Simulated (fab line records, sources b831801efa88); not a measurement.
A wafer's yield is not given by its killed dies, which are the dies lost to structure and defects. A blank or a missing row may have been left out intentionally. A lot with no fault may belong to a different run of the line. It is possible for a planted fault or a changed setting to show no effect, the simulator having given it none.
8D (eight disciplines) problem report, filled in by code    flow sky130    the parts of the form that need people (team, actions taken, sign-off) are left out

== 1. WHAT WENT WRONG ==
Mean of doseIonsCm2 at SKY_LDD_N_IMPLANT_14: 7.439e+12 across 6 wafers in 2 lots; on wafers with no fault it is 5.001e+12 (standard deviation 5.5e+09). That is +99 or more standard deviations from the usual mean.
First observed at day 22 20:14: wafer L973.1, on implanter-04. The record holds 18 wafers of 6 lots with a number at this step. By rule, "out" or "out of limits" means more than 4 standard deviations away from the usual mean. Any other wafer with a number is counted as sound.

== 2. WHAT IT IS, WHAT IT ISN'T ==
question                     is                             is not
which readings at this step  doseIonsCm2, faradayCurrentUA  -
which lots                   L973, L974                     L960, L964, L978, L979
which wafers of those lots   all that have a number         -
read on which tools          implanter-04                   implanter-02, implanter-03
when                         from day 22 20:14              up to then (6 sound wafers); but 6 sound wafers of L978, L979 came after

== 3. WHAT RULES OUT EACH SUSPECT ==
Counting: a tool at any process step up to the reading remains a suspect when it ran all the lots that are out and ran no sound lot after the first of those.
- implanter-04 at SKY_LDD_N_IMPLANT_14: kept. It processed each lot that is out, first L973 at day 22 20:14, and no sound lot thereafter; up to then, the last sound lot it processed was L960 at day 18 05:22. On those wafers its own readings are out: doseIonsCm2, faradayCurrentUA.
Remaining after the count: implanter-04 at SKY_LDD_N_IMPLANT_14.

== 4. THE CAUSE (what the simulator had put in) ==
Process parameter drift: implanter-04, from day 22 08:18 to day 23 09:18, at SKY_LDD_N_IMPLANT_14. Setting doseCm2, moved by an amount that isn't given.
The count eliminated every tool but this one.

== 5. SEQUENCE OF EFFECTS, ordered by route ==
One row per reading whose mean, taken over the struck wafers that have a number, lies over 3 standard deviations from the usual. Scope: only readings with a usual standard deviation given in the record; hours: median across lots of the time from each lot's start at the first step in this table that gives one to its start at this step; sigmas: change in usual standard deviations.
hours  step                  reading           usual      on struck wafers  change      sigmas
0      SKY_LDD_N_IMPLANT_14  doseIonsCm2       5.001e+12  7.439e+12         +2.438e+12  +99 or more
0      SKY_LDD_N_IMPLANT_14  faradayCurrentUA  28.2       41.8              +13.6       +24
The process steps in it:
- SKY_LDD_N_IMPLANT_14

== 6. WHAT WOULD HAVE CAUGHT IT SOONER ==
12 hours passed between the start of the fault at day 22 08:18 and the first reading out of limits in this record, taken at day 22 20:14.
